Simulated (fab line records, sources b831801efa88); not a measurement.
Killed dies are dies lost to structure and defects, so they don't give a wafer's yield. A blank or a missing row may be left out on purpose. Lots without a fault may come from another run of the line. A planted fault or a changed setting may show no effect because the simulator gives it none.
fab line records | flow sky130
record lots=11 wafers=33 last_day=50
route steps=708 shown VT_ADJUST_NCORE@130 GATE_OXIDE@200 POLY_GATE@205 VIA1@458
lots that met no fault: from a run of the same line without faults
start_h: hours from the record's first day to the start of the lot's first wafer shown | wait_h: hours since the lot's step before | " the same as in the row above | L1.1+2: a row that stands for several wafers | - no value, or no start given | * or withheld: withheld | < > ~ a bound
route shown NAME@n: a module of which the file shows steps, and the number in the route of the first | usual: mean/standard deviation of fault-free wafers | same: alike in all rows | chamber/n: place in a boat | sites: the reading at each site | _std_site: their standard deviation | _edge_site: outer sites' mean less inner sites' | radius_mm: how far each site lies from the wafer's centre | mask NAME#n: copy n | behind: the tool/chamber that last shaped the wafer | hold: why the lot was held/for how many hours/how that ended | device: the transistor (n, p or np) that didn't switch | end of line: the same wafers' tests at the end of the route | a step without rows: its recipe alone | killed: dies lost to structure and defects at the first sort, not the wafer's yield | map: a wafer's dies, x killed, . not, _ none there
set.NAME: the setting as run; set.NAME@STEP: as run at that earlier step | model.NAME: the simulator's own value behind a step, which no gauge read
steps of the route over a sample of lots; a table a step, a row a wafer
services: from which hour (start_h, from the record's first day; less than 0 if before it) a tool's chamber was out of use, for how many hours, and why
## steps
# step SKY_VT_ADJUST_NCORE_TW_MEAS_11
# usual VT_ADJUST_NCORE_TW=220.2/1.3
# columns lot.wafer tool chamber start_h wait_h VT_ADJUST_NCORE_TW
L234.2 film_metro-02 - 177.14 0.1 221.1
L234.4 " - " " 220.5
L234.5 " - " " 219.9
L235.1 film_metro-03 - 189.44 0.1 222.3
L235.3 " - " " 220.7
L235.6 " - " " 221.2
L239.1 film_metro-02 - 219.59 0.1 221.8
L239.3 " - " " 220.8
L239.5 " - " " 220.9
L240.1 film_metro-04 - 225.94 0.1 221.4
L240.4 " - " " 222.5
L240.5 " - " " 223.0
L241.1 film_metro-03 - 228.54 0.1 218.5
L241.2 " - " " 219.0
L241.3 " - " " 220.2
L245.1 film_metro-03 - 258.95 0.1 219.2
L245.2 " - " " 220.3
L245.3 " - " " 219.8
L248.2 film_metro-02 - 285.00 0.1 219.1
L248.4 " - " " 219.4
L248.5 " - " " 220.3
L249.2 film_metro-04 - 290.39 0.1 220.6
L249.3 " - " " 220.9
L249.4 " - " " 221.2
L250.2 film_metro-03 - 296.61 0.1 218.8
L250.4 " - " " 217.8
L250.6 " - " " 218.9
L251.3 film_metro-04 - 305.16 0.1 220.1
L251.5 " - " " 220.4
L251.6 " - " " 219.3
L257.2 film_metro-03 - 343.25 0.1 217.8
L257.3 " - " " 217.5
L257.5 " - " " 216.5
# step SKY_GATE_OXIDE_STRIP_13
# recipe chemistry=O2/N2 power_w=1400 pressure_mtorr=1500 platen_temp_c=withheld o2_flow_sccm=3000 n2_flow_sccm=300 overash_fraction=0.5
# usual drypump_motor_current_A=5.9/0.44 oes_product_au=0.715/0.0047 strip_time_to_endpoint_s=14.18/0.037
# columns lot.wafer tool chamber start_h wait_h drypump_motor_current_A oes_product_au rf_hours_counter_h strip_time_to_endpoint_s
L234.2 plasma_asher-04 1 301.29 0.0 5.1 0.716 49 14.22
L234.4 " 1 " " 5.1 0.719 - 14.17
L234.5 " 1 " " 5.2 0.719 - 14.19
L235.1 plasma_asher-03 0 312.43 0.0 6.0 0.711 64 14.13
L235.3 " 1 " " 6.0 0.711 - 14.08
L235.6 " 0 " " 6.0 0.713 - 14.09
L240.1 plasma_asher-03 0 369.33 0.0 6.0 0.717 69 14.22
L240.4 " 0 " " 6.0 0.711 - 14.14
L240.5 " 0 " " 6.0 0.723 - 14.17
L239.1 plasma_asher-01 0 369.42 0.0 5.7 0.710 25 14.18
L239.3 " 1 " " 6.5 0.717 - 14.16
L239.5 " 1 " " 6.5 0.710 - 14.19
L241.1 plasma_asher-04 1 370.87 0.0 5.2 0.716 56 14.22
L241.2 " 0 " " 6.2 0.707 56 14.27
L241.3 " 0 " " 6.3 0.714 - 14.25
L245.1 plasma_asher-01 1 394.73 0.0 6.5 0.715 27 14.13
L245.2 " 0 " " 5.7 0.719 27 14.17
L245.3 " 1 " " 6.5 0.714 - 14.16
L248.2 plasma_asher-04 1 441.28 0.0 5.2 0.711 61 14.13
L248.4 " 1 " " 5.2 0.722 - 14.15
L248.5 " 1 " " 5.2 0.724 - 14.18
L249.2 plasma_asher-01 1 441.87 0.0 6.6 0.719 33 14.18
L249.3 " 1 " " 6.5 0.724 - 14.14
L249.4 " 0 " " 5.7 0.718 - 14.16
L250.2 plasma_asher-04 0 446.53 0.0 6.3 0.709 61 14.25
L250.4 " 0 " " 6.3 0.717 - 14.23
L250.6 " 0 " " 6.2 0.717 - 14.25
L251.3 plasma_asher-03 1 452.37 0.0 6.0 0.714 - 14.25
L251.5 " 0 " " 6.0 0.714 - 14.23
L251.6 " 1 " " 6.0 0.713 - 14.19
L257.2 plasma_asher-04 1 500.00 0.0 5.2 0.712 67 14.16
L257.3 " 1 " " 5.2 0.709 - 14.16
L257.5 " 0 " " 6.3 0.718 - 14.16
# step SKY_POLY_GATE_THK_MEAS_01
# recipe reads=poly-Si_of_POLY_GATE_CVD_00
# usual POLY_GATE_CVD_00_THK=179.2/1.6
# columns lot.wafer tool chamber start_h wait_h POLY_GATE_CVD_00_THK[nm]
L234.2 film_metro-02 - 306.16 0.0 177.9
L234.4 " - " " 181.3
L234.5 " - " " 179.7
L235.1 film_metro-04 - 315.67 0.0 180.8
L235.3 " - " " 180.2
L235.6 " - " " 181.8
L239.1 film_metro-04 - 375.20 0.0 178.5
L239.3 " - " " 178.7
L239.5 " - " " 178.8
L240.1 film_metro-01 - 375.20 0.0 177.0
L240.4 " - " " 176.2
L240.5 " - " " 178.7
L241.1 film_metro-02 - 375.20 0.0 180.0
L241.2 " - " " 181.5
L241.3 " - " " 182.1
L245.1 film_metro-01 - 397.67 0.0 179.1
L245.2 " - " " 178.6
L245.3 " - " " 180.2
L248.2 film_metro-02 - 444.41 0.0 176.9
L248.4 " - " " 177.7
L248.5 " - " " 175.7
L249.2 film_metro-01 - 445.94 0.0 178.9
L249.3 " - " " 178.7
L249.4 " - " " 180.4
L250.2 film_metro-04 - 450.48 0.0 179.8
L250.4 " - " " 179.5
L250.6 " - " " 179.3
L251.3 film_metro-02 - 455.90 0.0 179.7
L251.5 " - " " 180.0
L251.6 " - " " 179.4
L257.2 film_metro-01 - 503.55 0.0 177.9
L257.3 " - " " 177.9
L257.5 " - " " 176.5
# step SKY_VIA1_HDPCVD_00
# recipe material=SiO2 target_thk_nm=1030 sigma_open_frac=0.3 time_s=171.7 temp_c=400 sih4_flow_sccm=60 pressure_mtorr=6
# usual run_length_s=199.7/0.47
# columns lot.wafer tool chamber start_h wait_h run_length_s
L234.2 hdpcvd-01 2 753.02 0.0 199.6
L234.4 " 2 " " 199.5
L234.5 " 1 " " 200.3
L235.1 hdpcvd-01 2 766.98 0.0 200.6
L235.3 " 0 " " 199.9
L235.6 " 1 " " 199.3
L240.1 hdpcvd-02 1 820.27 0.0 199.1
L240.4 " 1 " " 199.2
L240.5 " 0 " " 199.2
L241.1 hdpcvd-02 1 822.47 0.0 199.7
L241.2 " 0 " " 199.1
L241.3 " 2 " " 199.7
L239.1 hdpcvd-01 0 823.73 0.0 200.4
L239.3 " 2 " " 199.6
L239.5 " 2 " " 199.8
L245.1 hdpcvd-02 2 845.07 0.0 200.2
L245.2 " 0 " " 198.9
L245.3 " 1 " " 199.6
L249.2 hdpcvd-01 2 884.72 0.0 199.5
L249.3 " 1 " " 199.3
L249.4 " 0 " " 199.9
L248.2 hdpcvd-02 1 884.90 0.0 212.0
L248.4 " 2 " " 199.6
L248.5 " 1 " " 212.3
L250.2 hdpcvd-01 0 890.42 0.0 200.6
L250.4 " 0 " " 200.0
L250.6 " 1 " " 199.6
L251.3 hdpcvd-02 0 891.03 0.0 198.6
L251.5 " 1 " " 212.5
L251.6 " 0 " " 199.7
L257.2 hdpcvd-01 0 933.73 0.0 200.0
L257.3 " 2 " " 200.0
L257.5 " 1 " " 199.3
# step SKY_VIA1_THK_MEAS_01
# recipe reads=SiO2_of_VIA1_HDPCVD_00
# usual VIA1_HDPCVD_THK=1030/10
# columns lot.wafer tool chamber start_h wait_h hold VIA1_HDPCVD_THK[nm]
L234.2 film_metro-04 - 753.15 0.1 - 1020
L234.4 " - " " - 1021
L234.5 " - " " - 1028
L235.1 film_metro-04 - 767.09 0.1 - 1020
L235.3 " - " " - 1017
L235.6 " - " " - 1019
L240.1 film_metro-04 - 820.39 0.1 - 1028
L240.4 " - " " - 1021
L240.5 " - " " - 1032
L241.1 film_metro-04 - 822.59 0.1 - 1031
L241.2 " - " " - 1029
L241.3 " - " " - 1024
L239.1 film_metro-01 - 823.84 0.1 - 1012
L239.3 " - " " - 1016
L239.5 " - " " - 1014
L245.1 film_metro-01 - 845.19 0.1 - 1050
L245.2 " - " " - 1050
L245.3 " - " " - 1034
L249.2 film_metro-04 - 884.84 0.1 - 1029
L249.3 " - " " - 1041
L249.4 " - " " - 1041
L248.2 film_metro-01 - 885.02 0.1 await_dispo/0.2h/release 1089
L248.4 " - " " await_dispo/0.2h/release 1025
L248.5 " - " " await_dispo/0.2h/release 1107
L248.2 film_metro-01 - 885.24 0.2 - 1088
L248.4 " - " " - 1025
L248.5 " - " " - 1107
L250.2 film_metro-04 - 890.54 0.1 - 1041
L250.4 " - " " - 1035
L250.6 " - " " - 1049
L251.3 film_metro-04 - 891.16 0.1 await_dispo/0.2h/release 1019
L251.5 " - " " await_dispo/0.2h/release 1106
L251.6 " - " " await_dispo/0.2h/release 1025
L251.3 film_metro-04 - 891.39 0.2 - 1019
L251.5 " - " " - 1106
L251.6 " - " " - 1026
L257.2 film_metro-01 - 933.86 0.1 - 1053
L257.3 " - " " - 1038
L257.5 " - " " - 1039
## services
# columns tool chamber start_h hours kind
hdpcvd-01 0 320.03 3.8 repair
hdpcvd-01 0 324.13 6.6 repair
plasma_asher-03 - 332.32 1.4 repair
hdpcvd-02 - 366.25 15.0 pm
plasma_asher-04 - 421.64 14.6 pm
hdpcvd-01 - 432.69 14.6 pm
hdpcvd-01 0 510.48 6.3 repair
hdpcvd-02 0 568.51 3.6 repair
plasma_asher-03 - 609.04 1.1 repair
plasma_asher-03 - 646.50 1.6 repair
hdpcvd-01 - 650.75 15.0 pm
hdpcvd-01 0 650.75 15.0 vent_cycle
hdpcvd-01 1 650.75 15.0 vent_cycle
hdpcvd-01 2 650.75 18.1 vent_cycle
hdpcvd-01 2 657.70 11.2 repair
plasma_asher-01 - 662.93 3.4 repair
plasma_asher-01 - 672.36 1.1 repair
plasma_asher-03 - 678.77 5.7 repair
plasma_asher-03 - 733.75 9.0 pm
plasma_asher-01 - 754.35 14.6 pm
plasma_asher-04 - 849.05 2.3 repair
plasma_asher-04 - 861.03 1.9 repair
hdpcvd-01 - 901.71 1.6 repair
plasma_asher-01 - 925.21 3.6 repair
## key
first_sign step=SKY_VIA1_HDPCVD_00 reading=run_length_s direction=up sigmas=27 usual=* struck=*
effect step=SKY_VIA1_THK_MEAS_01 reading=visit direction=added
effect step=SKY_VIA1_THK_MEAS_01 reading=VIA1_HDPCVD_THK direction=up sigmas=6.8 usual=1030 struck=1101
met_at SKY_VIA1_HDPCVD_00
struck_lots L248,L251
struck_wafers L248.2,L248.5,L251.5
not_acting_at SKY_VT_ADJUST_NCORE_TW_MEAS_11,SKY_GATE_OXIDE_STRIP_13,SKY_POLY_GATE_THK_MEAS_01
onset_between 845.07 884.90
fault kind=process_parameter_drift tool=hdpcvd-02 chamber=1 onset_h=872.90 steps=SKY_VIA1_HDPCVD_00 channel=time_s offset=* shape=step end_h=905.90 acts_in=* stated=*
